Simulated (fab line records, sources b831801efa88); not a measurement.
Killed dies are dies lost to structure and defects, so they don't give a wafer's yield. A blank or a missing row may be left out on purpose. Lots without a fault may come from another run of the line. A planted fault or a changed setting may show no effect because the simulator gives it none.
Problem report in the 8D (eight disciplines) form, filled by code | flow gf180mcu | the parts of the form that need people (team, actions taken, sign-off) are left out

1. THE PROBLEM
dose_ions_cm2 at GF_HV_LDD_IMPLANT_34 reads a mean of 8.5e+12 on 6 wafers of 2 lots; wafers without a fault read 7.5e+12 with a standard deviation of 8.1e+09. That is +99 or more standard deviations from the usual mean.
First seen on wafer L594.1, day 15 18:25, on implanter-01. The record holds 18 wafers of 6 lots with a number at this step. Rule for "out", or "out of limits": more than 4 standard deviations from the usual mean. The other wafers with a number count as sound.

2. WHAT IT IS AND WHAT IT IS NOT
question                    | is                                | is not
which readings at this step | dose_ions_cm2, faraday_current_uA | -
which lots                  | L594, L596                        | L587, L591, L593, L604
which wafers of those lots  | all that have a number            | -
read on which tools         | implanter-01                      | implanter-02, implanter-04
when                        | from day 15 18:25                 | up to then (9 sound wafers); but 3 sound wafers of L604 came after

3. SUSPECTS, AND WHAT RULES EACH OUT
Counting: a tool at a process step up to the reading stays a suspect if it ran every lot that is out and no sound lot after the first of them.
- implanter-01 at GF_HV_LDD_IMPLANT_34: kept. It ran every lot that is out, first L594 (day 15 18:25), and no sound lot after that; its last sound lot up to then is L593 (day 15 13:31). Its own readings are out on those wafers: dose_ions_cm2, faraday_current_uA.
Left after counting: implanter-01 at GF_HV_LDD_IMPLANT_34.

4. THE CAUSE (what the simulator had put in)
Process parameter drift: implanter-01, from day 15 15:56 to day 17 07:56, at GF_HV_LDD_IMPLANT_34. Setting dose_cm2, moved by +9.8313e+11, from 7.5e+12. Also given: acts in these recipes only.
Counting left only this tool.

5. THE CHAIN OF EFFECTS, in route order
Each row: a reading whose mean over the struck wafers that have a number lies more than 3 standard deviations from the usual. Only readings for which the record gives a usual standard deviation are gone through. hours: the time from each lot's start at the first step in this table that gives one to its start at this step, as a median over the lots. sigmas: the change in usual standard deviations.
hours | step                 | reading            | usual   | on struck wafers | change   | sigmas
0     | GF_HV_LDD_IMPLANT_34 | dose_ions_cm2      | 7.5e+12 | 8.5e+12          | +9.9e+11 | +99 or more
0     | GF_HV_LDD_IMPLANT_34 | faraday_current_uA | 42.4    | 48.0             | +5.6     | +6.2
The process steps in it:
- GF_HV_LDD_IMPLANT_34

6. WHAT WOULD HAVE CAUGHT IT SOONER
In this record the first reading out of limits was taken at day 15 18:25, 2 hours after the fault began at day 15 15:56.
